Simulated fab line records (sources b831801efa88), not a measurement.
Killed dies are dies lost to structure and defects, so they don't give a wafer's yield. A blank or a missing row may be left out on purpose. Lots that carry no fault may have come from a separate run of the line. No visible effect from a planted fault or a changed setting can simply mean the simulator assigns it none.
fab line records	flow sky130
[record] lots = 6	wafers = 16	last_day = 49
route steps=708 shown VIA4@645 METAL5@661 PASSIVATION@681 PAD_OPEN@708
lots that met no fault: taken from a fault-free run of the same line
start_h: hours from the record's first day to the start of the lot's first wafer shown	wait_h: hours from the lot's prior step to this one	" the same as in the row above	L1.1+2: several wafers, shown together as one row	- value missing, or start not given	* or withheld: withheld	< > ~ a bound
route shown NAME@n: names a module that has steps shown in the file, with the first one's number in the route	usual: the fault-free wafers' mean and standard deviation	same: alike in all rows	chamber/n: place in a boat	sites: the reading at each site	_std_site: the standard deviation of these	_edge_site: inner sites' mean taken away from outer sites' mean	radius_mm: for every site, how far away it sits from the centre of the wafer	mask NAME#n: copy n	behind: tool/chamber where the wafer was last shaped	hold: what put the lot on hold/how long, in hours/how the hold closed	device: which transistor (n, p or np) failed to switch	end of line: at the end of the route, the tests of the same wafers	for a step that has no rows: nothing shown but its recipe	killed: count of dies lost to structure and defects at first sort (not the wafer's yield)	map: a wafer's dies, marking killed ones x, the rest . and places with no die _
set.NAME: the run value of the setting; set.NAME@STEP: its run value at that earlier step	model.NAME: the simulator's own value behind a step, which no gauge read
lots seen at some steps along the route; tables by step, rows by wafer
services: when a tool's chamber went out of use (start_h, in hours from the record's first day, below 0 if earlier), for how many hours, and the reason
[[steps]]
[step SKY_VIA4_COAT_06]
[recipe] resist = NOVOLAK	spin_rpm = 3000	resist_thk_nm = 1140
[step SKY_VIA4_SOFTBAKE_07]
[recipe] temp_c = 90	time_s = 60	resist = NOVOLAK
[step SKY_VIA4_EXPOSE_08]
[recipe] mask_id = VIM4	na = 0.6	source_shape = conventional	sigma_outer = 0.6	polarization = unpolarized	target_cd_nm = 800	dose_mj = 132
[step SKY_VIA4_PEB_09]
[recipe] temp_c = withheld	time_s = *	resist = NOVOLAK
[step SKY_VIA4_DEVELOP_10]
[recipe] resist = NOVOLAK	developer = TMAH	develop_time_s = 60	dev_temp_c = 23
[step SKY_VIA4_OVL_MEAS_11]
[usual] VIA4_OVL = -0.1/1.4
lot.wafer	tool	chamber	start_h	wait_h	VIA4_OVL[nm]
L621.1	overlay-02	-	1005.51	0.1	-2.0
L621.3	"	-	"	"	-1.1
L621.6	"	-	"	"	-0.9
L627.2	overlay-02	-	1054.50	0.1	1.1
L627.3	"	-	"	"	-0.3
L627.5	"	-	"	"	0.2
L631.1	overlay-02	-	1077.11	0.1	0.2
L631.3	"	-	"	"	-0.5
L631.5	"	-	"	"	-0.3
L635.2	overlay-01	-	1093.16	0.1	1.1
L635.5	"	-	"	"	-0.4
L635.6	"	-	"	"	1.4
L639.1	overlay-02	-	1118.14	0.1	0.2
L639.2	"	-	"	"	-0.8
L639.3	"	-	"	"	1.5
L641.2	overlay-02	-	1123.12	0.1	-0.2
[step SKY_VIA4_ETCH_12]
[recipe] target = SiO2	chemistry = C4F8/O2/Ar	stop_on = TiN	mask_material = NOVOLAK	source_w = 1500	bias_w = 1200	pressure_mtorr = 40	c4f8_flow_sccm = withheld	O2_flow_sccm = 6	Ar_flow_sccm = 300	time_s = withheld	target_depth_a = 5800
[usual] chamber_pressure_mTorr = 40.00/0.04	oes_product_au = 0.926/0.005
lot.wafer	tool	chamber	start_h	wait_h	chamber_pressure_mTorr	oes_product_au
L621.1	rie_diel-02	1	1005.54	0.0	40.02	0.928
L621.3	"	2	"	"	40.05	0.921
L621.6	"	3	"	"	40.03	0.937
L627.2	rie_diel-01	1	1054.53	0.0	40.06	0.918
L627.3	"	2	"	"	40.01	0.923
L627.5	"	1	"	"	40.13	0.928
L631.1	rie_diel-01	2	1077.14	0.0	40.04	0.930
L631.3	"	1	"	"	39.96	0.921
L631.5	"	2	"	"	39.99	0.924
L635.2	rie_diel-01	1	1093.19	0.0	39.93	0.927
L635.5	"	1	"	"	40.04	0.919
L635.6	"	2	"	"	39.97	0.933
L639.1	rie_diel-01	1	1118.18	0.0	40.04	0.930
L639.2	"	2	"	"	39.99	0.927
L639.3	"	0	"	"	39.99	0.925
L641.2	rie_diel-03	0	1123.15	0.0	39.98	0.910
[step SKY_VIA4_STRIP_13]
[recipe] chemistry = O2/N2	power_w = 1400	pressure_mtorr = 1500	platen_temp_c = withheld	o2_flow_sccm = 3000	n2_flow_sccm = 300	overash_fraction = 0.5
[step SKY_VIA4_STRIP_14]
[recipe] chemistry = post_etch_residue_remover	time_s = 1200	temp_c = 72.5
[step SKY_VIA4_CLEAN_15]
[recipe] chemistry = IPA	time_s = 180	temp_c = 25
[step SKY_VIA4_CLEAN_16]
[recipe] chemistry = O3/DIW	dry = n2_spin
[step SKY_VIA4_SPUTTER_17]
[recipe] material = TiN	target_thk_nm = 20	chamber_pressure_pa = 5	power_w = 4000	time_s = 80
[step SKY_VIA4_CVD_18]
[recipe] material = W	target_thk_nm = 505	time_s = 152.14	temp_c = 400	pressure_torr = 40
[usual] chamber_pressure_Torr = 40.00/0.095	heater_power_w = 834/74
lot.wafer	tool	chamber	start_h	wait_h	chamber_pressure_Torr	heater_power_w
L621.1	cvd_w-02	1	1006.27	0.0	39.88	799
L621.3	"	0	"	"	39.95	900
L621.6	"	0	"	"	40.04	883
L627.2	cvd_w-02	1	1055.25	0.0	40.11	811
L627.3	"	0	"	"	40.15	892
L627.5	"	1	"	"	39.94	822
L631.1	cvd_w-02	1	1077.87	0.0	39.98	823
L631.3	"	1	"	"	39.89	808
L631.5	"	0	"	"	39.93	903
L635.2	cvd_w-01	0	1093.92	0.0	40.14	721
L635.5	"	0	"	"	40.04	718
L635.6	"	1	"	"	40.07	898
L639.1	cvd_w-01	0	1118.99	0.0	40.02	716
L639.2	"	1	"	"	39.97	917
L639.3	"	0	"	"	40.08	738
L641.2	cvd_w-01	1	1123.89	0.0	39.97	893
[step SKY_VIA4_RS_MEAS_19]
[recipe] thk_meas_gauge = four-point-probe	reads = W_of_VIA4_CVD_18+TiN_of_VIA4_SPUTTER_17
[usual] VIA4_W_RS = 0.2265/0.0027
lot.wafer	tool	chamber	start_h	wait_h	VIA4_W_RS[ohm/sq]
L621.1	film_metro-03	-	1006.42	0.1	0.2227
L621.3	"	-	"	"	0.2252
L621.6	"	-	"	"	0.2262
L627.2	film_metro-02	-	1055.42	0.1	0.2241
L627.3	"	-	"	"	0.2276
L627.5	"	-	"	"	0.2267
L631.1	film_metro-01	-	1078.02	0.1	0.2285
L631.3	"	-	"	"	0.2273
L631.5	"	-	"	"	0.2284
L635.2	film_metro-02	-	1094.09	0.1	0.2271
L635.5	"	-	"	"	0.2279
L635.6	"	-	"	"	0.2313
L639.1	film_metro-03	-	1119.15	0.1	0.2310
L639.2	"	-	"	"	0.2303
L639.3	"	-	"	"	0.2288
L641.2	film_metro-03	-	1124.06	0.1	0.2314
[step SKY_VIA4_THK_MEAS_20]
[recipe] thk_meas_gauge = xrf	reads = W_of_VIA4_CVD_18
[usual] VIA4_W_THK = 495/7.6
lot.wafer	tool	chamber	start_h	wait_h	VIA4_W_THK[nm]
L621.1	film_metro-03	-	1006.54	0.1	491
L621.3	"	-	"	"	490
L621.6	"	-	"	"	484
L627.2	film_metro-02	-	1055.53	0.1	502
L627.3	"	-	"	"	494
L627.5	"	-	"	"	493
L631.1	film_metro-01	-	1078.14	0.1	505
L631.3	"	-	"	"	502
L631.5	"	-	"	"	503
L635.2	film_metro-02	-	1094.20	0.1	495
L635.5	"	-	"	"	494
L635.6	"	-	"	"	490
L639.1	film_metro-03	-	1119.27	0.1	478
L639.2	"	-	"	"	479
L639.3	"	-	"	"	480
L641.2	film_metro-03	-	1124.17	0.1	475
[step SKY_VIA4_CMP_21]
[recipe] stop_on = SiO2	t_overpolish_s = 25	down_force_psi = 3.5	platen_rpm = 60	target_thk_nm = 0	pad_velocity_m_s = 0.94248
[step SKY_METAL5_SPUTTER_00]
[recipe] material = Ti	target_thk_nm = 15	power_w = 3000	time_s = 10	chamber_pressure_pa = 0.4
[usual] throttle_valve_pct = 30.6/0.85
lot.wafer	tool	chamber	start_h	wait_h	throttle_valve_pct
L621.1	pvd_sputter-01	-	1006.90	0.2	30.5
L621.3	"	-	"	"	32.0
L621.6	"	-	"	"	30.1
L627.2	pvd_sputter-02	-	1055.88	0.1	29.7
L627.3	"	-	"	"	31.2
L627.5	"	-	"	"	29.7
L631.1	pvd_sputter-03	-	1078.66	0.2	29.2
L631.3	"	-	"	"	31.6
L631.5	"	-	"	"	31.3
L635.2	pvd_sputter-03	-	1094.80	0.2	29.1
L635.5	"	-	"	"	31.2
L635.6	"	-	"	"	31.8
L639.1	pvd_sputter-01	-	1119.75	0.2	30.4
L639.2	"	-	"	"	31.9
L639.3	"	-	"	"	29.9
L641.2	pvd_sputter-03	-	1124.52	0.1	31.3
[step SKY_METAL5_SPUTTER_01]
[recipe] material = TiN	target_thk_nm = 20	power_w = 6500	time_s = 16.7	chamber_pressure_pa = 0.4
[step SKY_METAL5_SPUTTER_02]
[recipe] material = AlCu	target_thk_nm = 1150	power_w = 10600	time_s = 61.2	chamber_pressure_pa = 0.4
[usual] throttle_valve_pct = 30.5/0.83
lot.wafer	tool	chamber	start_h	wait_h	throttle_valve_pct
L621.1	pvd_sputter-01	-	1006.95	0.0	30.3
L621.3	"	-	"	"	31.7
L621.6	"	-	"	"	29.9
L627.2	pvd_sputter-02	-	1055.93	0.0	29.9
L627.3	"	-	"	"	31.3
L627.5	"	-	"	"	30.1
L631.1	pvd_sputter-03	-	1078.70	0.0	29.2
L631.3	"	-	"	"	31.6
L631.5	"	-	"	"	31.3
L635.2	pvd_sputter-03	-	1094.85	0.0	29.2
L635.5	"	-	"	"	31.0
L635.6	"	-	"	"	32.0
L639.1	pvd_sputter-01	-	1119.80	0.0	30.2
L639.2	"	-	"	"	31.9
L639.3	"	-	"	"	30.0
L641.2	pvd_sputter-03	-	1124.57	0.0	31.3
[step SKY_METAL5_SPUTTER_03]
[recipe] material = Ti	target_thk_nm = 5	power_w = 3000	time_s = 3.3	chamber_pressure_pa = 0.4
[usual] throttle_valve_pct = 30.6/0.84
lot.wafer	tool	chamber	start_h	wait_h	throttle_valve_pct
L621.1	pvd_sputter-01	-	1007.00	0.0	29.9
L621.3	"	-	"	"	32.0
L621.6	"	-	"	"	30.0
L627.2	pvd_sputter-02	-	1055.98	0.0	29.7
L627.3	"	-	"	"	31.1
L627.5	"	-	"	"	29.9
L631.1	pvd_sputter-03	-	1078.75	0.0	29.2
L631.3	"	-	"	"	31.9
L631.5	"	-	"	"	31.1
L635.2	pvd_sputter-03	-	1094.90	0.0	29.0
L635.5	"	-	"	"	31.1
L635.6	"	-	"	"	31.4
L639.1	pvd_sputter-01	-	1119.85	0.0	30.3
L639.2	"	-	"	"	31.8
L639.3	"	-	"	"	30.2
L641.2	pvd_sputter-03	-	1124.62	0.0	31.1
[step SKY_METAL5_SPUTTER_04]
[recipe] material = TiN	target_thk_nm = 70	power_w = 6500	time_s = 58.3	chamber_pressure_pa = 0.4
[step SKY_METAL5_RS_MEAS_05]
[recipe] thk_meas_gauge = four-point-probe	reads = TiN_of_METAL5_SPUTTER_04+Ti_of_METAL5_SPUTTER_03+AlCu_of_METAL5_SPUTTER_02+TiN_of_METAL5_SPUTTER_01+Ti_of_METAL5_SPUTTER_00
[usual] METAL5_ALCU_RS = 0.0270/0.00034
lot.wafer	tool	chamber	start_h	wait_h	METAL5_ALCU_RS[ohm/sq]
L621.1	film_metro-01	-	1007.07	0.0	0.0272
L621.3	"	-	"	"	0.0273
L621.6	"	-	"	"	0.0275
L627.2	film_metro-01	-	1056.07	0.0	0.0269
L627.3	"	-	"	"	0.0270
L627.5	"	-	"	"	0.0268
L631.1	film_metro-02	-	1078.82	0.0	0.0273
L631.3	"	-	"	"	0.0269
L631.5	"	-	"	"	0.0274
L635.2	film_metro-02	-	1094.99	0.0	0.0271
L635.5	"	-	"	"	0.0271
L635.6	"	-	"	"	0.0275
L639.1	film_metro-04	-	1119.92	0.0	0.0268
L639.2	"	-	"	"	0.0273
L639.3	"	-	"	"	0.0270
L641.2	film_metro-02	-	1124.71	0.0	0.0270
[step SKY_METAL5_THK_MEAS_06]
[recipe] thk_meas_gauge = xrf	reads = AlCu_of_METAL5_SPUTTER_02
[usual] METAL5_ALCU_THK = 1175/15
lot.wafer	tool	chamber	start_h	wait_h	METAL5_ALCU_THK[nm]
L621.1	film_metro-01	-	1007.19	0.1	1162
L621.3	"	-	"	"	1161
L621.6	"	-	"	"	1162
L627.2	film_metro-01	-	1056.18	0.1	1183
L627.3	"	-	"	"	1175
L627.5	"	-	"	"	1183
L631.1	film_metro-02	-	1078.94	0.1	1166
L631.3	"	-	"	"	1177
L631.5	"	-	"	"	1156
L635.2	film_metro-02	-	1095.10	0.1	1173
L635.5	"	-	"	"	1171
L635.6	"	-	"	"	1153
L639.1	film_metro-04	-	1120.04	0.1	1188
L639.2	"	-	"	"	1170
L639.3	"	-	"	"	1180
L641.2	film_metro-02	-	1124.82	0.1	1173
[step SKY_METAL5_DEHYDRATE_07]
[recipe] temp_c = 200	time_s = 60
[step SKY_METAL5_HMDS_08]
[recipe] prime_time_s = 60	prime_temp_c = 120
[step SKY_METAL5_COAT_09]
[recipe] resist = NOVOLAK	spin_rpm = 3000	resist_thk_nm = 1800
[step SKY_METAL5_SOFTBAKE_10]
[recipe] temp_c = 90	time_s = 60	resist = NOVOLAK
[step SKY_METAL5_EXPOSE_11]
[recipe] mask_id = MM5	na = 0.6	source_shape = conventional	sigma_outer = 0.6	polarization = unpolarized	target_cd_nm = 1600	dose_mj = 190
[step SKY_METAL5_PEB_12]
[recipe] temp_c = withheld	time_s = *	resist = NOVOLAK
[step SKY_METAL5_DEVELOP_13]
[recipe] resist = NOVOLAK	developer = TMAH	develop_time_s = 60	dev_temp_c = 23
[step SKY_METAL5_DESCUM_14]
[recipe] chemistry = O2	source_power_w = 150	bias_power_w = 0	pressure_mtorr = 10	temp_c = 40	time_s = 11
[step SKY_METAL5_METAL_ETCH_15]
[recipe] target_depth_a = 12600	stop_on = SiO2	over_etch_frac = 0.2	time_s = 252	chemistry = Cl2/BCl3	resist_sidewall_deg = 86	pressure_mtorr = 10	icp_w = 900	bias_w = 48.5	Cl2_flow_sccm = 60	bcl3_flow_sccm = 30
[usual] chamber_pressure_mTorr = 10.000/0.0094	drypump_motor_current_A = 6.1/0.4	oes_product_au = 0.893/0.0053	throttle_valve_pct = 22.265/0.0084
lot.wafer	tool	chamber	start_h	wait_h	chamber_pressure_mTorr	drypump_motor_current_A	oes_product_au	rf_hours_counter_h	throttle_valve_pct
L621.1	rie_metal-01	0	1029.08	0.0	10.013	6.3	0.885	15	22.257
L621.3	"	1	"	"	9.994	6.5	0.891	-	22.260
L621.6	"	0	"	"	10.003	6.4	0.886	-	22.261
L627.2	rie_metal-01	0	1077.24	0.1	9.983	6.3	0.893	-	22.263
L627.3	"	0	"	"	9.986	6.4	0.893	-	22.266
L627.5	"	0	"	"	9.994	6.3	0.890	-	22.256
L631.1	rie_metal-04	1	1099.45	0.0	10.003	5.9	0.883	5	22.268
L631.3	"	1	"	"	10.003	5.9	0.887	-	22.268
L631.5	"	0	"	"	9.989	5.4	0.896	-	22.267
L635.2	rie_metal-01	1	1114.90	0.0	10.007	6.5	0.893	16	22.254
L635.5	"	1	"	"	10.007	6.5	0.894	-	22.247
L635.6	"	0	"	"	9.989	6.4	0.889	-	22.257
L639.1	rie_metal-04	1	1139.78	0.1	9.992	5.9	0.897	9	22.263
L639.2	"	1	"	"	10.001	5.9	0.890	-	22.259
L639.3	"	1	"	"	9.997	5.9	0.890	-	22.262
L641.2	rie_metal-04	1	1143.71	0.1	10.000	5.9	0.909	-	22.295
[step SKY_METAL5_STRIP_16]
[recipe] chemistry = O2/N2	power_w = 1400	pressure_mtorr = 1500	platen_temp_c = withheld	o2_flow_sccm = 3000	n2_flow_sccm = 300	overash_fraction = 0.5
[step SKY_METAL5_STRIP_17]
[recipe] chemistry = post_etch_residue_remover	time_s = 1200	temp_c = 72.5
[step SKY_METAL5_CLEAN_18]
[recipe] chemistry = IPA	time_s = 180	temp_c = 25
[step SKY_METAL5_CLEAN_19]
[recipe] chemistry = O3/DIW	dry = n2_spin
[step SKY_PASSIVATION_CVD_00]
[recipe] material = SiO2	target_thk_nm = 90	temp_c = 400	time_s = withheld	rf_w = 600
[step SKY_PASSIVATION_THK_MEAS_01]
[recipe] reads = SiO2_of_PASSIVATION_CVD_00
[usual] PASSIVATION_CVD_00_THK = 90.3/1.4
lot.wafer	tool	chamber	start_h	wait_h	PASSIVATION_CVD_00_THK[nm]
L621.1	film_metro-04	-	1029.92	-	88.7
L621.3	"	-	"	"	88.7
L621.6	"	-	"	"	91.4
L627.2	film_metro-04	-	1078.25	-	88.4
L627.3	"	-	"	"	90.2
L627.5	"	-	"	"	90.1
L631.1	film_metro-01	-	1100.29	-	87.3
L631.3	"	-	"	"	89.8
L631.5	"	-	"	"	89.1
L635.2	film_metro-01	-	1115.94	-	91.0
L635.5	"	-	"	"	91.2
L635.6	"	-	"	"	92.5
L639.1	film_metro-03	-	1140.89	-	88.6
L639.2	"	-	"	"	91.1
L639.3	"	-	"	"	88.0
L641.2	film_metro-03	-	1145.16	-	89.4
[step SKY_PASSIVATION_CVD_02]
[recipe] material = Si3N4	target_thk_nm = 540	temp_c = 400	time_s = withheld	rf_w = 450
[step SKY_PASSIVATION_THK_MEAS_03]
[recipe] reads = Si3N4_of_PASSIVATION_CVD_02
[usual] PASSIVATION_CVD_02_THK = 542/7.1
lot.wafer	tool	chamber	start_h	wait_h	PASSIVATION_CVD_02_THK[nm]
L621.1	film_metro-01	-	1030.21	-	544
L621.3	"	-	"	"	542
L621.6	"	-	"	"	552
L627.2	film_metro-03	-	1078.54	-	538
L627.3	"	-	"	"	540
L627.5	"	-	"	"	552
L631.1	film_metro-03	-	1100.58	-	536
L631.3	"	-	"	"	537
L631.5	"	-	"	"	545
L635.2	film_metro-04	-	1116.23	-	539
L635.5	"	-	"	"	547
L635.6	"	-	"	"	556
L639.1	film_metro-01	-	1141.18	-	541
L639.2	"	-	"	"	538
L639.3	"	-	"	"	542
L641.2	film_metro-04	-	1145.45	-	537
[step SKY_PASSIVATION_DEHYDRATE_04]
[recipe] temp_c = 200	time_s = 60
[step SKY_PASSIVATION_HMDS_05]
[recipe] prime_time_s = 60	prime_temp_c = 120
[step SKY_PAD_OPEN_PROBE_99]
[usual] defect_limited_yield = 82.6/1.8	killed_at_M0_to_M3 = 43/6.3	killed_at_M4_up = 3.0/1.6	killed_at_contacts = 25/5	killed_at_front_end = 15/4.4	killed_at_other = 0.3/0.8	killed_dies = 85/8.7	killed_on_rim = 17/3.7	killed_open = 47/6.9	killed_short = 38/6.3	sort_bin_3_pad_short = 0.9/0.39	sort_bin_5_function = 10.3/1.3	sort_bin_6_memory = 6.2/1.1	sort_n_pass = 407/8.8	sort_yield_pct = 82.6/1.8
[same] gross_dies = 492	killed_at_back_side = 0	sort_bin_4_leakage[%] = 0	sort_bin_8_speed[%] = 0
lot.wafer	tool	chamber	start_h	wait_h	defect_limited_yield[%]	killed_at_M0_to_M3	killed_at_M4_up	killed_at_contacts	killed_at_front_end	killed_at_other	killed_dies	killed_on_rim	killed_open	killed_short	sort_bin_3_pad_short[%]	sort_bin_5_function[%]	sort_bin_6_memory[%]	sort_n_pass	sort_yield_pct[%]	model.etest.tester.sort_n_pass	model.etest.tester.sort_yield_pct	model.etest.tester.sort_bin_5_pct	model.etest.tester.sort_bin_3_pct	model.etest.via3_chain.rc_ohm
L621.1	prober-01	-	1077.94	0.1	81.1	45	2	30	16	0	93	16	45	48	0.8	10.4	7.7	399	81.1	399	81.1	10.37	0.813	9.249
L621.3	prober-01	-	1078.04	0.2	81.9	39	4	20	26	0	89	15	42	47	0.6	9.6	7.9	403	81.9	403	81.91	9.553	0.6098	10.18
L621.6	prober-01	-	1078.19	0.2	80.9	44	2	29	18	1	94	18	47	47	1.4	10.2	7.5	398	80.9	398	80.89	10.16	1.423	9.279
L627.2	prober-02	-	1121.66	0.1	79.1	58	3	25	17	0	103	21	51	52	1.4	12.4	7.1	389	79.1	389	79.06	12.4	1.423	10.02
L627.3	prober-02	-	1121.71	0.2	81.5	49	2	32	8	0	91	15	57	34	0.6	12.0	5.9	401	81.5	401	81.5	11.99	0.6098	9.37
L627.5	prober-02	-	1121.81	0.2	81.3	52	3	19	14	4	92	21	44	44	1.4	10.8	6.5	400	81.3	400	81.3	10.77	1.423	10.41
L631.1	prober-02	-	1142.81	0.1	86.4	30	1	26	10	0	67	11	31	36	1.2	7.3	5.1	425	86.4	425	86.38	7.317	1.22	9.737
L631.3	prober-02	-	1142.91	0.2	78.0	57	1	29	21	0	108	22	53	55	1.6	12.8	7.5	384	78.0	384	78.05	12.8	1.626	10.5
L631.5	prober-02	-	1143.01	0.2	83.1	41	2	33	7	0	83	16	48	35	0.4	11.0	5.5	409	83.1	409	83.13	10.98	0.4065	10.22
L635.2	prober-01	-	1157.22	0.1	81.5	52	1	19	19	0	91	14	53	38	1.0	10.8	6.7	401	81.5	401	81.5	10.77	1.016	10.26
L635.5	prober-01	-	1157.37	0.2	85.6	33	2	27	9	0	71	14	45	26	0.2	9.3	4.9	421	85.6	421	85.57	9.35	0.2033	9.557
L635.6	prober-01	-	1157.42	0.2	82.5	39	1	30	16	0	86	16	53	33	1.4	10.0	6.1	406	82.5	406	82.52	9.959	1.423	10.1
L639.1	prober-01	-	1179.36	0.1	75.0	31	60	21	11	0	123	14	30	36	3.7	15.9	5.5	369	75.0	369	75	15.85	3.659	11.57
L639.2	prober-01	-	1179.41	0.1	74.0	33	53	23	19	0	128	21	44	32	3.5	16.5	6.1	364	74.0	364	73.98	16.46	3.455	11.31
L639.3	prober-01	-	1179.46	0.2	74.8	35	54	24	11	0	124	14	48	23	4.1	16.3	4.9	368	74.8	368	74.8	16.26	4.065	11.96
L641.2	prober-02	-	1182.17	0.1	73.0	40	58	27	8	0	133	21	46	36	3.5	17.9	5.7	359	73.0	-	-	-	-	-
// killed by level:class
L621.1 CONTACT:geometric_particle:open=9 CONTACT:geometric_particle:short=8 METAL1:geometric_particle:short=8 VIA3:geometric_particle:open=7 POLY_GATE:geometric_particle:open=5 LI_CONTACT:geometric_particle:open=5 VIA1:geometric_particle:open=5 VIA2:geometric_particle:open=5
L621.3 CONTACT:geometric_particle:open=9 POLY_GATE:geometric_particle:open=7 VIA1:geometric_particle:open=7 METAL1:geometric_particle:short=7 VIA2:geometric_particle:open=6 FIELD_ISO:geometric_particle:short=5 POLY_GATE:geometric_particle:short=5 SPACER:geometric_particle:short=5
L621.6 VIA1:geometric_particle:open=13 LOCAL_INTERCONNECT:geometric_particle:short=7 LI_CONTACT:geometric_particle:open=7 CONTACT:geometric_particle:open=7 POLY_GATE:geometric_particle:open=6 CONTACT:geometric_particle:short=6 METAL2:geometric_particle:short=6 FIELD_ISO:geometric_particle:open=5
L627.2 METAL2:geometric_particle:short=10 VIA3:geometric_particle:open=10 CONTACT:geometric_particle:open=9 VIA1:geometric_particle:open=9 VIA2:geometric_particle:open=7 METAL1:geometric_particle:short=6 VIA1:geometric_particle:short=5 FIELD_ISO:geometric_particle:short=4
L627.3 CONTACT:geometric_particle:open=12 VIA1:geometric_particle:open=12 LI_CONTACT:geometric_particle:open=11 VIA3:geometric_particle:open=8 METAL1:geometric_particle:short=6 VIA1:geometric_particle:short=6 CONTACT:geometric_particle:short=5 POLY_GATE:geometric_particle:open=4
L627.5 VIA1:geometric_particle:open=12 METAL2:geometric_particle:short=8 FIELD_ISO:geometric_particle:short=7 CONTACT:geometric_particle:open=7 METAL1:geometric_particle:short=7 LI_CONTACT:geometric_particle:open=6 VIA1:geometric_particle:short=5 VIA2:geometric_particle:open=5
L631.1 CONTACT:geometric_particle:open=10 CONTACT:geometric_particle:short=6 VIA2:geometric_particle:short=6 FIELD_ISO:geometric_particle:short=5 VIA1:geometric_particle:short=5 VIA1:geometric_particle:open=5 LOCAL_INTERCONNECT:geometric_particle:open=4 LI_CONTACT:geometric_particle:open=3
L631.3 VIA3:geometric_particle:open=11 VIA2:geometric_particle:open=10 METAL2:geometric_particle:short=9 POLY_GATE:geometric_particle:open=7 CONTACT:geometric_particle:short=7 LI_CONTACT:geometric_particle:open=7 VIA2:geometric_particle:short=7 CONTACT:geometric_particle:open=6
L631.5 LI_CONTACT:geometric_particle:open=12 VIA2:geometric_particle:open=10 CONTACT:geometric_particle:open=9 LOCAL_INTERCONNECT:geometric_particle:short=8 VIA1:geometric_particle:open=7 VIA1:geometric_particle:short=5 CONTACT:geometric_particle:short=4 VIA3:geometric_particle:open=4
L635.2 VIA1:geometric_particle:open=12 METAL1:geometric_particle:short=8 VIA2:geometric_particle:open=8 CONTACT:geometric_particle:open=7 METAL2:geometric_particle:short=6 FIELD_ISO:geometric_particle:open=5 LI_CONTACT:geometric_particle:open=5 VIA3:geometric_particle:open=5
L635.5 CONTACT:geometric_particle:open=13 LI_CONTACT:geometric_particle:open=6 VIA1:geometric_particle:open=6 CONTACT:geometric_particle:short=4 METAL1:geometric_particle:short=4 VIA2:geometric_particle:open=4 METAL2:geometric_particle:short=4 VIA3:geometric_particle:open=4
L635.6 CONTACT:geometric_particle:open=13 VIA1:geometric_particle:open=9 FIELD_ISO:geometric_particle:open=8 LOCAL_INTERCONNECT:geometric_particle:short=6 CONTACT:geometric_particle:short=6 VIA2:geometric_particle:open=6 VIA3:geometric_particle:open=6 POLY_GATE:geometric_particle:open=4
L639.1 VIA4:unspecified=57 CONTACT:geometric_particle:open=10 VIA1:geometric_particle:open=8 METAL2:geometric_particle:short=8 METAL1:geometric_particle:short=6 LOCAL_INTERCONNECT:geometric_particle:short=5 FIELD_ISO:geometric_particle:short=4 POLY_GATE:geometric_particle:open=4
L639.2 VIA4:unspecified=52 LI_CONTACT:geometric_particle:open=8 POLY_GATE:geometric_particle:open=6 FIELD_ISO:geometric_particle:open=5 CONTACT:geometric_particle:open=5 LOCAL_INTERCONNECT:geometric_particle:short=4 VIA1:geometric_particle:open=4 VIA2:geometric_particle:open=4
L639.3 VIA4:unspecified=53 VIA1:geometric_particle:open=11 CONTACT:geometric_particle:open=10 FIELD_ISO:geometric_particle:open=8 VIA3:geometric_particle:open=7 CONTACT:geometric_particle:short=4 METAL1:geometric_particle:short=4 VIA2:geometric_particle:open=4
L641.2 VIA4:unspecified=51 VIA1:geometric_particle:open=12 CONTACT:geometric_particle:open=10 VIA2:geometric_particle:open=8 VIA1:geometric_particle:short=7 LI_CONTACT:geometric_particle:open=5 VIA3:geometric_particle:short=5 LOCAL_INTERCONNECT:geometric_particle:short=5
// map L639.2 (x killed, . not)
__________....x....._________
________.....xx.x....._______
______.x.........x......_____
_____........x.....xx...x____
____..x...x......x.xxxxxxx___
___...x.x..x.....x..xxxxxxx__
__...............x.xxxxxxxxx_
_.............x....xxxxxxxx.x
_.x.x.......x.....x.xxxxxxxx.
_.x.....x..x.x...xx.xxxxxxx.x
_....x.x.x.....x....xxx.x....
_...x..................x.x...
_x...............xx..........
_.......x...x..x........x..x.
_.....x....x............xx...
__....x..x.........xx.x..xxx_
___x.x...x...x....x........__
____xx......x.......x..x..___
_____x..x......x....x....____
______x...........x...x._____
________.......x.x.x.._______
__________.........._________
// map L641.2 (x killed, . not)
__________....xx...._________
________.xx..........._______
______x....x..xx........_____
_____........x..x.....xx.____
____........x...x.x...xxxx___
___xx..xx..........xxxxxxx.__
__.x.x...x...x.x..xxxxxxxxx._
_........xx..xx...xxxxxxxxxxx
_...............x..xxxxxxxxxx
_..........x.....xx..xxx.xx..
_..x.....x.....x..x..x.xx...x
_...............x....xx.x.x..
_.xx...xx.....xx...x...x...x.
_...x.x...x...x...x....x.....
_..x........xx....x....xx..x.
__.......x...x..x.....xxxx.x_
___..x..........x...x......__
____.................x....___
_____....x.x.x...........____
______..............x..._____
________...x..x......._______
__________..x...x..._________
[[services]]
tool	chamber	start_h	hours	kind
rie_diel-03	2	994.68	5.5	repair
cvd_w-02	1	999.23	5.0	repair
rie_metal-04	1	1015.41	-	clean
rie_metal-04	1	1015.41	17.4	scheduled_down
rie_metal-04	1	1015.41	17.4	vent_cycle
cvd_w-01	-	1054.02	1.3	repair
rie_metal-01	1	1062.10	17.8	repair
rie_diel-01	3	1062.32	11.4	repair
cvd_w-01	0	1062.37	4.0	repair
rie_diel-01	-	1068.75	2.8	pm
rie_diel-01	-	1085.24	1.6	repair
rie_diel-01	3	1114.32	7.9	repair
rie_diel-01	1	1124.29	4.2	repair
rie_diel-01	0	1127.46	6.3	repair
rie_metal-04	0	1133.08	-	clean
rie_metal-04	0	1133.08	-	consumable_replace:focus_ring
rie_metal-04	0	1133.08	12.7	scheduled_down
rie_metal-04	0	1133.08	12.7	vent_cycle
rie_diel-02	0	1138.92	10.9	repair
[[key]]
[first_sign] step = SKY_PAD_OPEN_PROBE_99	reading = killed_at_M4_up	direction = up	sigmas = 33	usual = 3.0	struck = 56.2
[effect] step = SKY_PAD_OPEN_PROBE_99	reading = sort_bin_3_pad_short	direction = up	sigmas = 7	usual = 0.9	struck = 3.7
[model_effect] step = SKY_PAD_OPEN_PROBE_99	value = etest.tester.sort_n_pass	without = 413.3	struck = 367
met_at SKY_VIA4_CVD_18
struck_wafers L639.1,L639.2,L639.3,L641.2
onset_between 1093.92 1118.99
also_fits time
[earlier_fault] kind = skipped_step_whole	tool = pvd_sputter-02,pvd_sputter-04	chamber = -	onset_h = 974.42	steps = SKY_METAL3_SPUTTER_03	scope = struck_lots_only
[earlier_fault] kind = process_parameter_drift	tool = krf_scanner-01	chamber = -	onset_h = 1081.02	steps = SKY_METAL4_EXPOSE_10	channel = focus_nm	offset = 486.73	spread_by_wafer = 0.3	shape = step
[fault] kind = chamber_particle_source	tool = cvd_w-01	chamber = -	onset_h = 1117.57	steps = SKY_VIA4_CVD_18	rate_per_visit_cm2 = 0.95514
